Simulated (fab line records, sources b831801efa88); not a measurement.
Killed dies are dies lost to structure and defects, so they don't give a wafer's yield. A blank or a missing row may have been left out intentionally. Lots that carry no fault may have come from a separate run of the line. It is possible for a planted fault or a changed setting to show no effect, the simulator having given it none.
fab line records | flow sky130
record lots=13 | wafers=39 | last-day=51
route steps=708 shown SD_P@324 PAD_OPEN@708
lots untouched by any fault: they come from a run of this same line in which no faults occurred
start-h: the number of hours between the record's first day and the start of the first shown wafer of the lot | wait-h: how many hours have passed since the lot's step before this one | " the same as in the row above | L1.1+2: one row covering several wafers at once | - either no value or no given start | * or withheld: withheld | < > ~ a bound
route shown NAME@n: names a module that has steps shown in the file, with the first one's number in the route | usual: the fault-free wafers' mean and standard deviation | same: alike in all rows | chamber/n: place in a boat | sites: readings site by site | _std_site: standard deviation of those values | _edge_site: outer sites' mean less inner sites' | radius-mm: how far each site lies from the wafer's centre | mask NAME#n: copy n | behind: tool/chamber where the wafer was last shaped | hold: cause of the lot's hold/its duration in hours/its outcome | device: transistor that didn't switch, given as n, p or np | end of line: at the end of the route, the tests of the same wafers | a step with no rows: only its recipe | killed: the dies lost at the first sort to structure and to defects; this is not the yield of the wafer | map: a wafer's dies, x killed, . not, _ none there
set.NAME: the setting the step ran with; set.NAME@STEP: the setting that earlier step ran with | model.NAME: the simulator's own value behind a step, which no gauge read
one table for each step of the route and one row for each wafer, over a sample of lots
services: the hour from which a tool's chamber was out of use, counted from the record's first day as start-h (under 0 if before that day), plus the number of hours and why
## steps
# step SKY_SD_P_EXPOSE_04
# recipe mask-id=PSDM | na=0.6 | source-shape=conventional | sigma-outer=0.6 | polarization=unpolarized | target-cd-nm=380 | dose-mj=138
# usual exposure-dose-mJ-cm2=138.02/0.13
lot.wafer | tool             | chamber | start-h | wait-h | mask   | exposure-dose-mJ-cm2
L430.2    | iline-stepper-01 | 0       | 587.71  | -      | PSDM#0 | 138.03
L430.3    | "                | 0       | "       | "      | PSDM#0 | 138.06
L430.6    | "                | 0       | "       | "      | PSDM#0 | 137.95
L431.1    | iline-stepper-02 | 0       | 595.51  | -      | PSDM#0 | 137.74
L431.2    | "                | 0       | "       | "      | PSDM#0 | 137.84
L431.6    | "                | 0       | "       | "      | PSDM#0 | 138.00
L434.4    | iline-stepper-01 | 0       | 619.14  | -      | PSDM#0 | 137.95
L434.5    | "                | 0       | "       | "      | PSDM#0 | 138.13
L434.6    | "                | 0       | "       | "      | PSDM#0 | 138.05
L436.1    | iline-stepper-02 | 0       | 637.61  | -      | PSDM#0 | 137.95
L436.3    | "                | 0       | "       | "      | PSDM#0 | 137.89
L436.6    | "                | 0       | "       | "      | PSDM#0 | 137.92
L437.2    | iline-stepper-01 | 0       | 641.37  | -      | NSDM#0 | 137.82
L437.3    | "                | 0       | "       | "      | NSDM#0 | 137.98
L437.5    | "                | 0       | "       | "      | NSDM#0 | 138.08
L441.1    | iline-stepper-02 | 0       | 677.51  | -      | PSDM#0 | 138.13
L441.2    | "                | 0       | "       | "      | PSDM#0 | 138.02
L441.5    | "                | 0       | "       | "      | PSDM#0 | 137.92
L444.1    | iline-stepper-02 | 0       | 699.06  | -      | PSDM#0 | 137.91
L444.3    | "                | 0       | "       | "      | PSDM#0 | 137.88
L444.6    | "                | 0       | "       | "      | PSDM#0 | 137.83
L447.2    | iline-stepper-01 | 0       | 716.79  | -      | PSDM#0 | 138.14
L447.4    | "                | 0       | "       | "      | PSDM#0 | 137.85
L447.5    | "                | 0       | "       | "      | PSDM#0 | 137.97
L448.3    | iline-stepper-01 | 0       | 729.06  | -      | PSDM#0 | 137.82
L448.4    | "                | 0       | "       | "      | PSDM#0 | 138.14
L448.5    | "                | 0       | "       | "      | PSDM#0 | 138.03
L451.1    | iline-stepper-01 | 0       | 757.56  | -      | PSDM#0 | 138.10
L451.2    | "                | 0       | "       | "      | PSDM#0 | 138.05
L451.5    | "                | 0       | "       | "      | PSDM#0 | 137.74
L450.1    | iline-stepper-01 | 0       | 763.21  | -      | PSDM#0 | 137.98
L450.3    | "                | 0       | "       | "      | PSDM#0 | 138.01
L450.4    | "                | 0       | "       | "      | PSDM#0 | 137.97
L452.1    | iline-stepper-02 | 0       | 763.56  | -      | PSDM#0 | 138.18
L452.2    | "                | 0       | "       | "      | PSDM#0 | 138.31
L452.6    | "                | 0       | "       | "      | PSDM#0 | 138.33
L453.2    | iline-stepper-01 | 0       | 773.48  | -      | PSDM#0 | 138.08
L453.3    | "                | 0       | "       | "      | PSDM#0 | 138.06
L453.5    | "                | 0       | "       | "      | PSDM#0 | 138.17
# step SKY_SD_P_CD_MEAS_07
# recipe target-cd-nm=380
# usual cd-nm=379.9/2.4
lot.wafer | tool      | chamber | start-h | wait-h | cd-nm
L430.2    | cd-sem-02 | -       | 601.99  | 0.1    | 376.1
L430.3    | "         | -       | "       | "      | 377.5
L430.6    | "         | -       | "       | "      | 375.0
L431.1    | cd-sem-01 | -       | 610.06  | 0.1    | 382.4
L431.2    | "         | -       | "       | "      | 382.7
L431.6    | "         | -       | "       | "      | 380.7
L434.4    | cd-sem-01 | -       | 634.04  | 0.1    | 380.8
L434.5    | "         | -       | "       | "      | 379.8
L434.6    | "         | -       | "       | "      | 382.1
L436.1    | cd-sem-02 | -       | 651.57  | 0.1    | 378.6
L436.3    | "         | -       | "       | "      | 379.3
L436.6    | "         | -       | "       | "      | 378.4
L437.2    | cd-sem-02 | -       | 655.80  | 0.1    | -
L437.3    | "         | -       | "       | "      | -
L437.5    | "         | -       | "       | "      | -
L441.1    | cd-sem-02 | -       | 690.73  | 0.1    | 380.3
L441.2    | "         | -       | "       | "      | 383.3
L441.5    | "         | -       | "       | "      | 383.3
L444.1    | cd-sem-02 | -       | 712.62  | 0.1    | 379.8
L444.3    | "         | -       | "       | "      | 380.1
L444.6    | "         | -       | "       | "      | 378.9
L447.2    | cd-sem-02 | -       | 731.18  | 0.1    | 380.7
L447.4    | "         | -       | "       | "      | 384.1
L447.5    | "         | -       | "       | "      | 382.8
L448.3    | cd-sem-02 | -       | 743.20  | 0.1    | 377.8
L448.4    | "         | -       | "       | "      | 375.5
L448.5    | "         | -       | "       | "      | 375.3
L451.1    | cd-sem-02 | -       | 771.42  | 0.1    | 375.5
L451.2    | "         | -       | "       | "      | 377.3
L451.5    | "         | -       | "       | "      | 375.3
L450.1    | cd-sem-02 | -       | 776.32  | 0.1    | 380.9
L450.3    | "         | -       | "       | "      | 378.8
L450.4    | "         | -       | "       | "      | 380.5
L452.1    | cd-sem-01 | -       | 776.62  | 0.1    | 377.3
L452.2    | "         | -       | "       | "      | 379.2
L452.6    | "         | -       | "       | "      | 376.2
L453.2    | cd-sem-02 | -       | 786.98  | 0.1    | 380.4
L453.3    | "         | -       | "       | "      | 381.1
L453.5    | "         | -       | "       | "      | 380.1
# step SKY_SD_P_TW_MEAS_11
# usual SD_P_TW=2843/18
lot.wafer | tool          | chamber | start-h | wait-h | hold                     | SD_P_TW
L430.2    | film-metro-01 | -       | 602.39  | 0.1    | -                        | 2841
L430.3    | "             | -       | "       | "      | -                        | 2844
L430.6    | "             | -       | "       | "      | -                        | 2842
L431.1    | film-metro-01 | -       | 610.46  | 0.1    | -                        | 2854
L431.2    | "             | -       | "       | "      | -                        | 2839
L431.6    | "             | -       | "       | "      | -                        | 2818
L434.4    | film-metro-02 | -       | 634.42  | 0.1    | -                        | 2841
L434.5    | "             | -       | "       | "      | -                        | 2831
L434.6    | "             | -       | "       | "      | -                        | 2829
L436.1    | film-metro-03 | -       | 651.98  | 0.1    | -                        | 2843
L436.3    | "             | -       | "       | "      | -                        | 2849
L436.6    | "             | -       | "       | "      | -                        | 2844
L437.2    | film-metro-02 | -       | 656.20  | 0.1    | await-dispo/0.2h/release | 30
L437.3    | "             | -       | "       | "      | await-dispo/0.2h/release | 30
L437.5    | "             | -       | "       | "      | await-dispo/0.2h/release | 30
L437.2    | film-metro-02 | -       | 656.42  | 0.2    | -                        | 30
L437.3    | "             | -       | "       | "      | -                        | 30
L437.5    | "             | -       | "       | "      | -                        | 30
L441.1    | film-metro-02 | -       | 691.14  | 0.1    | -                        | 2828
L441.2    | "             | -       | "       | "      | -                        | 2841
L441.5    | "             | -       | "       | "      | -                        | 2830
L444.1    | film-metro-02 | -       | 713.03  | 0.1    | -                        | 2852
L444.3    | "             | -       | "       | "      | -                        | 2860
L444.6    | "             | -       | "       | "      | -                        | 2853
L447.2    | film-metro-03 | -       | 731.57  | 0.1    | -                        | 2875
L447.4    | "             | -       | "       | "      | -                        | 2890
L447.5    | "             | -       | "       | "      | -                        | 2864
L448.3    | film-metro-02 | -       | 743.58  | 0.1    | -                        | 2843
L448.4    | "             | -       | "       | "      | -                        | 2827
L448.5    | "             | -       | "       | "      | -                        | 2838
L451.1    | film-metro-03 | -       | 771.83  | 0.1    | -                        | 2861
L451.2    | "             | -       | "       | "      | -                        | 2861
L451.5    | "             | -       | "       | "      | -                        | 2850
L450.1    | film-metro-01 | -       | 776.73  | 0.1    | -                        | 2825
L450.3    | "             | -       | "       | "      | -                        | 2825
L450.4    | "             | -       | "       | "      | -                        | 2832
L452.1    | film-metro-01 | -       | 777.03  | 0.1    | -                        | 2809
L452.2    | "             | -       | "       | "      | -                        | 2823
L452.6    | "             | -       | "       | "      | -                        | 2807
L453.2    | film-metro-02 | -       | 787.40  | 0.1    | -                        | 2835
L453.3    | "             | -       | "       | "      | -                        | 2827
L453.5    | "             | -       | "       | "      | -                        | 2829
# step SKY_PAD_OPEN_PROBE_99
# usual defect-limited-yield=82.5/2 | killed_at_M0_to_M3=44/6.9 | killed_at_M4_up=3.1/1.7 | killed-at-contacts=25/5.6 | killed-at-front-end=14/4.3 | killed-at-other=0.3/0.51 | killed-dies=86/9.8 | killed-on-rim=17/3.8 | killed-open=47/6.5 | killed-short=39/6.6 | sort_bin_3_pad_short=0.8/0.46 | sort_bin_5_function=10.3/1.5 | sort_bin_6_memory=6.4/1 | sort-n-pass=406/9.8 | sort-yield-pct=82.5/2
# same gross-dies=492 | killed-at-back-side=0 | sort_bin_4_leakage[%]=0 | sort_bin_8_speed[%]=0
lot.wafer | tool      | chamber | start-h | wait-h | defect-limited-yield[%] | killed_at_M0_to_M3 | killed_at_M4_up | killed-at-contacts | killed-at-front-end | killed-at-other | killed-dies | killed-on-rim | killed-open | killed-short | sort_bin_3_pad_short[%] | sort_bin_5_function[%] | sort_bin_6_memory[%] | sort-n-pass | sort-yield-pct[%]
L430.2    | prober-02 | -       | 1092.58 | 0.1    | 78.9                    | 41                 | 5               | 36                 | 21                  | 1               | 104         | 24            | 54          | 50           | 1.8                     | 12.8                   | 6.5                  | 388         | 78.9
L430.3    | prober-02 | -       | 1092.63 | 0.2    | 80.3                    | 47                 | 0               | 26                 | 24                  | 0               | 97          | 19            | 50          | 47           | 1.6                     | 9.8                    | 8.3                  | 395         | 80.3
L430.6    | prober-02 | -       | 1092.78 | 0.2    | 81.3                    | 47                 | 2               | 26                 | 17                  | 0               | 92          | 18            | 58          | 34           | 0.8                     | 9.3                    | 8.5                  | 400         | 81.3
L431.1    | prober-01 | -       | 1102.87 | 0.1    | 77.4                    | 53                 | 2               | 37                 | 19                  | 0               | 111         | 22            | 58          | 53           | 1.8                     | 13.6                   | 7.1                  | 381         | 77.4
L431.2    | prober-01 | -       | 1102.92 | 0.1    | 82.1                    | 43                 | 1               | 22                 | 22                  | 0               | 88          | 18            | 58          | 30           | 0.4                     | 11.0                   | 6.5                  | 404         | 82.1
L431.6    | prober-01 | -       | 1103.12 | 0.2    | 79.1                    | 50                 | 2               | 33                 | 18                  | 0               | 103         | 21            | 56          | 47           | 1.6                     | 12.6                   | 6.7                  | 389         | 79.1
L434.4    | prober-01 | -       | 1116.66 | 0.2    | 78.0                    | 51                 | 2               | 35                 | 20                  | 0               | 108         | 20            | 68          | 40           | 1.0                     | 13.8                   | 7.1                  | 384         | 78.0
L434.5    | prober-01 | -       | 1116.71 | 0.2    | 84.8                    | 52                 | 2               | 16                 | 5                   | 0               | 75          | 12            | 42          | 33           | 0.6                     | 8.3                    | 6.3                  | 417         | 84.8
L434.6    | prober-01 | -       | 1116.76 | 0.2    | 81.7                    | 49                 | 4               | 25                 | 12                  | 0               | 90          | 19            | 49          | 41           | 1.2                     | 9.3                    | 7.7                  | 402         | 81.7
L436.1    | prober-02 | -       | 1128.64 | 0.1    | 80.5                    | 56                 | 2               | 20                 | 16                  | 2               | 96          | 21            | 52          | 44           | 1.2                     | 11.6                   | 6.7                  | 396         | 80.5
L436.3    | prober-02 | -       | 1128.74 | 0.2    | 81.7                    | 37                 | 4               | 35                 | 13                  | 1               | 90          | 21            | 51          | 39           | 0.6                     | 10.8                   | 6.9                  | 402         | 81.7
L436.6    | prober-02 | -       | 1128.89 | 0.2    | 82.7                    | 49                 | 4               | 18                 | 14                  | 0               | 85          | 17            | 48          | 37           | 0.6                     | 10.8                   | 5.9                  | 407         | 82.7
L441.1    | prober-01 | -       | 1156.74 | 0.1    | 81.9                    | 45                 | 3               | 21                 | 20                  | 0               | 89          | 19            | 45          | 44           | 1.2                     | 11.0                   | 5.9                  | 403         | 81.9
L441.2    | prober-01 | -       | 1156.79 | 0.1    | 82.7                    | 52                 | 0               | 30                 | 3                   | 0               | 85          | 16            | 51          | 34           | 0.8                     | 10.6                   | 5.9                  | 407         | 82.7
L441.5    | prober-01 | -       | 1156.94 | 0.2    | 83.1                    | 44                 | 1               | 24                 | 14                  | 0               | 83          | 15            | 53          | 30           | 0.4                     | 10.2                   | 6.3                  | 409         | 83.1
L444.1    | prober-02 | -       | 1172.87 | 0.1    | 83.7                    | 35                 | 2               | 26                 | 16                  | 1               | 80          | 16            | 47          | 33           | 0.2                     | 8.7                    | 7.3                  | 412         | 83.7
L444.3    | prober-02 | -       | 1172.97 | 0.2    | 84.6                    | 27                 | 1               | 29                 | 19                  | 0               | 76          | 12            | 49          | 27           | 0.4                     | 9.6                    | 5.5                  | 416         | 84.6
L444.6    | prober-02 | -       | 1173.12 | 0.2    | 82.9                    | 45                 | 3               | 22                 | 14                  | 0               | 84          | 11            | 36          | 48           | 0.4                     | 10.0                   | 6.7                  | 408         | 82.9
L447.2    | prober-01 | -       | 1183.48 | 0.1    | 83.7                    | 41                 | 3               | 19                 | 17                  | 0               | 80          | 14            | 39          | 41           | 0.8                     | 8.5                    | 6.9                  | 412         | 83.7
L447.4    | prober-01 | -       | 1183.58 | 0.2    | 82.5                    | 44                 | 0               | 22                 | 20                  | 0               | 86          | 19            | 47          | 39           | 1.8                     | 9.6                    | 6.1                  | 406         | 82.5
L447.5    | prober-01 | -       | 1183.63 | 0.2    | 85.0                    | 42                 | 1               | 18                 | 13                  | 0               | 74          | 15            | 38          | 36           | 1.0                     | 7.1                    | 6.9                  | 418         | 85.0
L451.1    | prober-01 | -       | 1205.85 | 0.1    | 81.9                    | 47                 | 2               | 25                 | 15                  | 0               | 89          | 11            | 46          | 43           | 0.4                     | 10.4                   | 7.3                  | 403         | 81.9
L451.2    | prober-01 | -       | 1205.90 | 0.1    | 83.5                    | 36                 | 1               | 28                 | 15                  | 1               | 81          | 15            | 41          | 40           | 0.6                     | 10.4                   | 5.5                  | 411         | 83.5
L451.5    | prober-01 | -       | 1206.05 | 0.2    | 87.4                    | 34                 | 3               | 17                 | 8                   | 0               | 62          | 13            | 39          | 23           | 0.4                     | 7.9                    | 4.3                  | 430         | 87.4
L450.1    | prober-02 | -       | 1208.66 | 0.1    | 82.9                    | 39                 | 2               | 24                 | 19                  | 0               | 84          | 19            | 47          | 37           | 1.0                     | 10.8                   | 5.3                  | 408         | 82.9
L450.3    | prober-02 | -       | 1208.76 | 0.2    | 82.9                    | 43                 | 5               | 22                 | 14                  | 0               | 84          | 10            | 47          | 37           | 0.8                     | 11.8                   | 4.5                  | 408         | 82.9
L450.4    | prober-02 | -       | 1208.81 | 0.2    | 84.1                    | 26                 | 6               | 32                 | 14                  | 0               | 78          | 11            | 44          | 34           | 0.8                     | 9.6                    | 5.5                  | 414         | 84.1
L452.1    | prober-01 | -       | 1209.94 | 0.1    | 87.6                    | 34                 | 3               | 17                 | 7                   | 0               | 61          | 16            | 39          | 22           | 0.4                     | 7.5                    | 4.5                  | 431         | 87.6
L452.2    | prober-01 | -       | 1209.99 | 0.1    | 83.3                    | 32                 | 3               | 26                 | 21                  | 0               | 82          | 18            | 47          | 35           | 1.0                     | 9.8                    | 5.9                  | 410         | 83.3
L452.6    | prober-01 | -       | 1210.19 | 0.2    | 83.7                    | 36                 | 4               | 30                 | 9                   | 1               | 80          | 20            | 50          | 30           | 0.6                     | 8.5                    | 7.1                  | 412         | 83.7
L448.3    | prober-02 | -       | 1211.60 | 0.2    | 85.4                    | 40                 | 2               | 23                 | 7                   | 0               | 72          | 15            | 41          | 31           | 0.8                     | 8.9                    | 4.9                  | 420         | 85.4
L448.4    | prober-02 | -       | 1211.65 | 0.2    | 83.9                    | 55                 | 2               | 15                 | 7                   | 0               | 79          | 23            | 41          | 38           | 0.6                     | 8.7                    | 6.7                  | 413         | 83.9
L448.5    | prober-02 | -       | 1211.70 | 0.2    | 84.6                    | 33                 | 5               | 25                 | 13                  | 0               | 76          | 12            | 49          | 27           | 0.4                     | 8.3                    | 6.7                  | 416         | 84.6
L453.2    | prober-02 | -       | 1214.58 | 0.1    | 82.7                    | 51                 | 2               | 18                 | 14                  | 0               | 85          | 16            | 38          | 47           | 0.4                     | 11.4                   | 5.5                  | 407         | 82.7
L453.3    | prober-02 | -       | 1214.63 | 0.2    | 80.3                    | 51                 | 2               | 25                 | 19                  | 0               | 97          | 22            | 43          | 54           | 1.8                     | 10.6                   | 7.3                  | 395         | 80.3
L453.5    | prober-02 | -       | 1214.73 | 0.2    | 83.9                    | 40                 | 1               | 20                 | 17                  | 1               | 79          | 15            | 42          | 37           | 0.8                     | 8.7                    | 6.5                  | 413         | 83.9
# killed by level:class
L430.2 CONTACT:geometric-particle:open=15 CONTACT:geometric-particle:short=11 VIA1:geometric-particle:open=9 VIA3:geometric-particle:open=7 FIELD_ISO:geometric-particle:short=6 METAL2:geometric-particle:short=6 VIA2:geometric-particle:open=4 POLY_GATE:geometric-particle:short=4
L430.3 FIELD_ISO:geometric-particle:short=8 VIA1:geometric-particle:open=8 METAL2:geometric-particle:short=8 CONTACT:geometric-particle:short=7 CONTACT:geometric-particle:open=7 FIELD_ISO:geometric-particle:open=6 VIA3:geometric-particle:open=6 VIA2:geometric-particle:open=6
L430.6 VIA3:geometric-particle:open=11 CONTACT:geometric-particle:open=10 VIA1:geometric-particle:open=8 VIA2:geometric-particle:open=8 LI_CONTACT:geometric-particle:open=6 CONTACT:geometric-particle:short=5 VIA1:geometric-particle:short=5 FIELD_ISO:geometric-particle:open=4
L431.1 CONTACT:geometric-particle:open=17 VIA1:geometric-particle:open=13 CONTACT:geometric-particle:short=11 FIELD_ISO:geometric-particle:short=8 VIA2:geometric-particle:open=7 VIA3:geometric-particle:open=7 VIA1:geometric-particle:short=6 METAL2:geometric-particle:short=6
L431.2 CONTACT:geometric-particle:open=11 VIA2:geometric-particle:open=10 VIA1:geometric-particle:open=10 FIELD_ISO:geometric-particle:short=6 METAL1:geometric-particle:short=6 VIA3:geometric-particle:open=6 FIELD_ISO:geometric-particle:open=5 POLY_GATE:geometric-particle:open=5
L431.6 CONTACT:geometric-particle:open=16 VIA1:geometric-particle:open=10 METAL1:geometric-particle:short=8 METAL2:geometric-particle:short=7 LI_CONTACT:geometric-particle:open=7 VIA3:geometric-particle:open=6 CONTACT:geometric-particle:short=6 FIELD_ISO:geometric-particle:short=4
L434.4 LI_CONTACT:geometric-particle:open=14 VIA1:geometric-particle:open=12 VIA3:geometric-particle:open=11 CONTACT:geometric-particle:open=10 VIA2:geometric-particle:open=8 VIA2:geometric-particle:short=6 FIELD_ISO:geometric-particle:short=5 POLY_GATE:geometric-particle:short=5
L434.5 VIA1:geometric-particle:open=11 CONTACT:geometric-particle:open=8 VIA3:geometric-particle:open=8 METAL1:geometric-particle:short=7 VIA1:geometric-particle:short=6 VIA3:geometric-particle:short=5 VIA2:geometric-particle:open=4 LI_CONTACT:geometric-particle:open=3
L434.6 VIA1:geometric-particle:open=11 CONTACT:geometric-particle:open=9 VIA2:geometric-particle:open=8 LI_CONTACT:geometric-particle:open=7 VIA3:geometric-particle:open=6 POLY_GATE:geometric-particle:short=5 CONTACT:geometric-particle:short=5 METAL1:geometric-particle:short=5
L436.1 VIA1:geometric-particle:open=14 VIA3:geometric-particle:open=9 CONTACT:geometric-particle:open=9 METAL3:geometric-particle:short=8 METAL2:geometric-particle:short=7 LI_CONTACT:geometric-particle:open=5 VIA2:geometric-particle:open=5 VIA1:geometric-particle:short=4
L436.3 CONTACT:geometric-particle:open=12 LI_CONTACT:geometric-particle:open=10 VIA2:geometric-particle:open=7 CONTACT:geometric-particle:short=5 METAL2:geometric-particle:short=5 METAL3:geometric-particle:short=5 METAL1:geometric-particle:short=4 VIA3:geometric-particle:open=4
L436.6 METAL2:geometric-particle:short=10 VIA2:geometric-particle:open=8 CONTACT:geometric-particle:open=7 VIA1:geometric-particle:open=7 VIA3:geometric-particle:open=6 FIELD_ISO:geometric-particle:open=5 LI_CONTACT:geometric-particle:open=5 METAL1:geometric-particle:short=5
L441.1 CONTACT:geometric-particle:open=9 VIA2:geometric-particle:open=7 FIELD_ISO:geometric-particle:short=6 VIA1:geometric-particle:open=6 LI_CONTACT:geometric-particle:open=5 METAL1:geometric-particle:short=5 VIA1:geometric-particle:short=5 METAL2:geometric-particle:short=5
L441.2 VIA1:geometric-particle:open=15 CONTACT:geometric-particle:open=14 VIA2:geometric-particle:open=9 VIA1:geometric-particle:short=8 METAL1:geometric-particle:short=7 LI_CONTACT:geometric-particle:open=6 CONTACT:geometric-particle:short=6 METAL2:geometric-particle:short=3
L441.5 VIA1:geometric-particle:open=12 VIA3:geometric-particle:open=11 CONTACT:geometric-particle:open=8 LI_CONTACT:geometric-particle:open=7 VIA2:geometric-particle:open=7 CONTACT:geometric-particle:short=5 METAL1:geometric-particle:short=5 POLY_GATE:geometric-particle:open=4
L444.1 VIA1:geometric-particle:open=9 CONTACT:geometric-particle:open=9 LI_CONTACT:geometric-particle:short=6 LI_CONTACT:geometric-particle:open=6 VIA2:geometric-particle:open=6 FIELD_ISO:geometric-particle:short=5 POLY_GATE:geometric-particle:open=5 VIA3:geometric-particle:open=5
L444.3 CONTACT:geometric-particle:open=9 FIELD_ISO:geometric-particle:open=7 LI_CONTACT:geometric-particle:open=7 POLY_GATE:geometric-particle:open=6 LOCAL_INTERCONNECT:geometric-particle:short=5 VIA1:geometric-particle:open=5 METAL2:geometric-particle:short=5 VIA3:geometric-particle:open=5
L444.6 METAL1:geometric-particle:short=11 LI_CONTACT:geometric-particle:open=7 LOCAL_INTERCONNECT:geometric-particle:short=6 VIA1:geometric-particle:short=6 VIA1:geometric-particle:open=6 VIA2:geometric-particle:open=5 VIA3:geometric-particle:open=5 FIELD_ISO:geometric-particle:short=4
L447.2 VIA2:geometric-particle:open=9 CONTACT:geometric-particle:open=7 VIA1:geometric-particle:open=6 CONTACT:geometric-particle:short=6 METAL2:geometric-particle:short=6 METAL3:geometric-particle:short=6 METAL1:geometric-particle:short=5 FIELD_ISO:geometric-particle:short=4
L447.4 VIA1:geometric-particle:open=9 CONTACT:geometric-particle:open=8 METAL1:geometric-particle:short=7 LI_CONTACT:geometric-particle:open=6 VIA2:geometric-particle:open=6 VIA3:geometric-particle:open=6 FIELD_ISO:geometric-particle:open=5 METAL3:geometric-particle:short=5
L447.5 VIA3:geometric-particle:open=8 VIA1:geometric-particle:open=7 FIELD_ISO:geometric-particle:open=5 CONTACT:geometric-particle:open=5 LI_CONTACT:geometric-particle:open=5 METAL1:geometric-particle:short=5 METAL3:geometric-particle:short=5 CONTACT:geometric-particle:short=4
L451.1 VIA1:geometric-particle:open=11 LI_CONTACT:geometric-particle:open=10 VIA2:geometric-particle:open=7 VIA1:geometric-particle:short=6 FIELD_ISO:geometric-particle:short=5 METAL2:geometric-particle:short=5 LI_CONTACT:geometric-particle:short=4 LOCAL_INTERCONNECT:geometric-particle:short=4
L451.2 VIA3:geometric-particle:open=9 CONTACT:geometric-particle:open=8 LI_CONTACT:geometric-particle:short=7 VIA2:geometric-particle:open=6 FIELD_ISO:geometric-particle:open=5 POLY_GATE:geometric-particle:short=5 LI_CONTACT:geometric-particle:open=4 CONTACT:geometric-particle:short=4
L451.5 CONTACT:geometric-particle:open=9 METAL1:geometric-particle:short=7 VIA1:geometric-particle:open=7 VIA2:geometric-particle:open=4 LI_CONTACT:geometric-particle:open=4 METAL1:geometric-particle:open=3 VIA1:geometric-particle:short=3 METAL2:geometric-particle:short=3
L450.1 VIA1:geometric-particle:open=14 LI_CONTACT:geometric-particle:open=9 FIELD_ISO:geometric-particle:open=8 FIELD_ISO:geometric-particle:short=7 VIA2:geometric-particle:open=6 LI_CONTACT:geometric-particle:short=5 CONTACT:geometric-particle:open=5 CONTACT:geometric-particle:short=5
L450.3 VIA1:geometric-particle:open=10 VIA1:geometric-particle:short=9 CONTACT:geometric-particle:open=8 METAL2:geometric-particle:short=6 VIA2:geometric-particle:open=6 LI_CONTACT:geometric-particle:open=6 FIELD_ISO:geometric-particle:short=4 POLY_GATE:geometric-particle:open=4
L450.4 CONTACT:geometric-particle:open=9 CONTACT:geometric-particle:short=7 LI_CONTACT:geometric-particle:open=6 VIA2:geometric-particle:open=6 VIA1:geometric-particle:open=5 METAL2:geometric-particle:short=5 FIELD_ISO:geometric-particle:open=4 LOCAL_INTERCONNECT:geometric-particle:short=4
L452.1 VIA1:geometric-particle:open=16 CONTACT:geometric-particle:open=5 LOCAL_INTERCONNECT:geometric-particle:short=5 VIA3:geometric-particle:open=4 POLY_GATE:geometric-particle:open=3 LI_CONTACT:geometric-particle:open=3 VIA1:geometric-particle:short=3 LI_CONTACT:geometric-particle:short=2
L452.2 VIA1:geometric-particle:open=12 CONTACT:geometric-particle:open=9 POLY_GATE:geometric-particle:open=8 LI_CONTACT:geometric-particle:open=6 LI_CONTACT:geometric-particle:short=5 FIELD_ISO:geometric-particle:short=4 POLY_GATE:geometric-particle:short=4 VIA3:geometric-particle:open=4
L452.6 CONTACT:geometric-particle:open=11 VIA3:geometric-particle:open=9 LI_CONTACT:geometric-particle:open=8 CONTACT:geometric-particle:short=7 VIA1:geometric-particle:open=6 METAL2:geometric-particle:short=6 POLY_GATE:geometric-particle:open=5 METAL3:geometric-particle:short=3
L448.3 LI_CONTACT:geometric-particle:open=8 CONTACT:geometric-particle:short=7 VIA3:geometric-particle:open=7 VIA1:geometric-particle:open=7 VIA2:geometric-particle:open=6 CONTACT:geometric-particle:open=5 FIELD_ISO:geometric-particle:open=4 METAL1:geometric-particle:short=4
L448.4 METAL2:geometric-particle:short=11 VIA1:geometric-particle:open=10 VIA2:geometric-particle:open=10 METAL1:geometric-particle:short=9 LI_CONTACT:geometric-particle:open=5 FIELD_ISO:geometric-particle:open=4 LI_CONTACT:geometric-particle:short=4 VIA2:geometric-particle:short=4
L448.5 CONTACT:geometric-particle:open=12 LI_CONTACT:geometric-particle:open=7 VIA2:geometric-particle:open=7 VIA1:geometric-particle:open=6 FIELD_ISO:geometric-particle:short=4 FIELD_ISO:geometric-particle:open=4 VIA3:geometric-particle:open=4 VIA3:geometric-particle:short=4
L453.2 VIA2:geometric-particle:open=12 METAL1:geometric-particle:short=9 METAL2:geometric-particle:short=7 POLY_GATE:geometric-particle:short=6 VIA3:geometric-particle:open=6 CONTACT:geometric-particle:open=6 CONTACT:geometric-particle:short=6 VIA1:geometric-particle:short=6
L453.3 VIA1:geometric-particle:open=12 CONTACT:geometric-particle:open=11 METAL2:geometric-particle:short=9 CONTACT:geometric-particle:short=6 POLY_GATE:geometric-particle:short=5 LOCAL_INTERCONNECT:geometric-particle:short=5 METAL1:geometric-particle:short=5 VIA1:geometric-particle:short=5
L453.5 VIA2:geometric-particle:open=11 VIA1:geometric-particle:open=8 FIELD_ISO:geometric-particle:short=7 CONTACT:geometric-particle:open=7 VIA3:geometric-particle:open=5 LI_CONTACT:geometric-particle:open=5 VIA1:geometric-particle:short=5 METAL2:geometric-particle:short=5
## services
tool             | chamber | start-h | hours | kind
iline-stepper-02 | -       | 578.01  | 2.5   | repair
iline-stepper-02 | -       | 718.87  | 19.8  | repair
iline-stepper-02 | -       | 740.06  | 1.7   | pm
## key
first-sign step=SKY_SD_P_EXPOSE_04 | reading=mask | direction=changed
effect step=SKY_SD_P_CD_MEAS_07 | reading=cd-nm | direction=missing
effect step=SKY_SD_P_TW_MEAS_11 | reading=visit | direction=added
effect step=SKY_SD_P_TW_MEAS_11 | reading=SD_P_TW | direction=down | sigmas=99+ | usual=2843 | struck=30
met-at SKY_SD_P_EXPOSE_04
struck-lots L437
scrapped-behind SKY_SD_P_TW_MEAS_11 L437.2,L437.3,L437.5
onset-between 619.14 641.37
fault kind=wrong-mask | tool=any | chamber=- | onset-h=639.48 | steps=SKY_SD_P_EXPOSE_04 | aux-copy=NSDM#0 | scope=struck-lots-only
